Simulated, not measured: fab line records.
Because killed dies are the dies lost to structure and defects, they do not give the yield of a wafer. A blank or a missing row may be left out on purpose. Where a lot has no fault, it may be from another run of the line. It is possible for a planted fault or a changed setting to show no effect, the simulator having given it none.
Chamber matching	flow gf180mcu	GF_V2_CMP_26 on cmp-02: 4 sister chambers
The step polishes, stops on SiO2, t overpolish 15 s, target thk 0 nm. 36 wafers are shown with their chamber, then 12 later ones without.

== WAFERS PAIRED WITH THEIR CHAMBERS ==
wafer	chamber	motor current A (A)	time to endpoint s (s)	overpolish run s (s)
L074.2	0	10.2	89	15.004
L074.3	1	11.4	86	15.013
L074.5	1	11.8	84	15.001
L074.1	2	8.7	88	14.993
L074.4	3	10.6	89	15.012
L074.6	0	9.8	88	14.996
L075.1	0	9.8	96	15.022
L075.2	1	11.5	82	15.001
L075.4	3	10.6	91	14.990
L078.1	1	11.6	83	15.011
L078.4	2	9.3	88	14.991
L078.5	0	10.4	95	15.017
L079.1	3	10.8	91	15.005
L079.2	0	10.3	91	14.998
L079.3	2	9.3	88	15.013
L080.1	1	11.1	81	15.008
L080.4	3	10.5	88	14.994
L080.5	0	10.1	93	15.006
L081.1	2	9.3	92	14.990
L081.2	1	11.6	88	14.996
L081.3	0	9.9	100	15.009
L084.1	2	9.3	94	15.003
L084.5	3	10.3	91	15.015
L084.6	0	10.6	100	15.001
L087.2	3	10.7	86	15.002
L087.3	1	12.1	78	15.000
L087.5	3	10.9	85	14.992
L091.4	2	8.8	86	15.017
L091.5	0	9.9	88	14.996
L091.6	1	11.4	81	15.005
L090.3	2	9.3	89	14.984
L090.4	1	11.6	84	14.999
L090.5	3	10.9	88	14.994
L092.4	0	9.5	93	14.994
L092.5	3	10.6	87	14.997
L092.6	2	8.8	85	14.993

SIGNATURES (means of the wafers above)
reading	chamber 0	chamber 1	chamber 2	chamber 3	scatter within a chamber
motor current A	10.050	11.567	9.100	10.656	0.277
time to endpoint s	93.30	83.00	88.75	88.44	3.32
overpolish run s	15.00430	15.00378	14.99800	15.00011	0.00915
Rule: a wafer lies at a distance from a chamber equal to the root of the sum of squares, over the readings, of (its reading less the chamber's mean, divided by the reading's scatter). If the next closest chamber is less than 2 further off than the closest, the wafer can't be placed; otherwise it belongs to the closest. How the scatter is found: for the shown wafers, subtract from each reading the mean of its chamber, square and add these, divide the total by (wafers less chambers), then take the root.

== WAFERS WITHOUT THEIR CHAMBER ==
wafer	motor current A (A)	time to endpoint s (s)	overpolish run s (s)
L093.2	10.7	92	14.999
L093.3	11.7	85	14.997
L093.5	11.0	94	15.013
L093.1	9.2	88	15.004
L093.4	9.8	96	14.998
L093.6	9.7	95	14.998
L096.1	11.7	80	15.002
L096.3	11.1	86	15.007
L096.4	8.9	87	15.014
L096.2	10.1	89	15.003
L096.5	10.4	84	14.998
L096.6	9.8	90	14.976

== THE CHAMBER EACH PASSED THROUGH ==
wafer	from the rows above	in truth
L093.2	can't be placed: 3 or 0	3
L093.3	1	1
L093.5	can't be placed: 3 or 0 or 1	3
L093.1	2	2
L093.4	can't be placed: 0 or 2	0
L093.6	can't be placed: 0 or 2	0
L096.1	1	1
L096.3	can't be placed: 3 or 1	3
L096.4	2	2
L096.2	can't be placed: 0 or 3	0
L096.5	can't be placed: 3 or 0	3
L096.6	can't be placed: 0 or 2 or 3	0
Correctly placed: 4 of 12. Unplaceable from these rows: 8, with the true chamber sitting among the candidates in 8. Placed wrongly: 0.
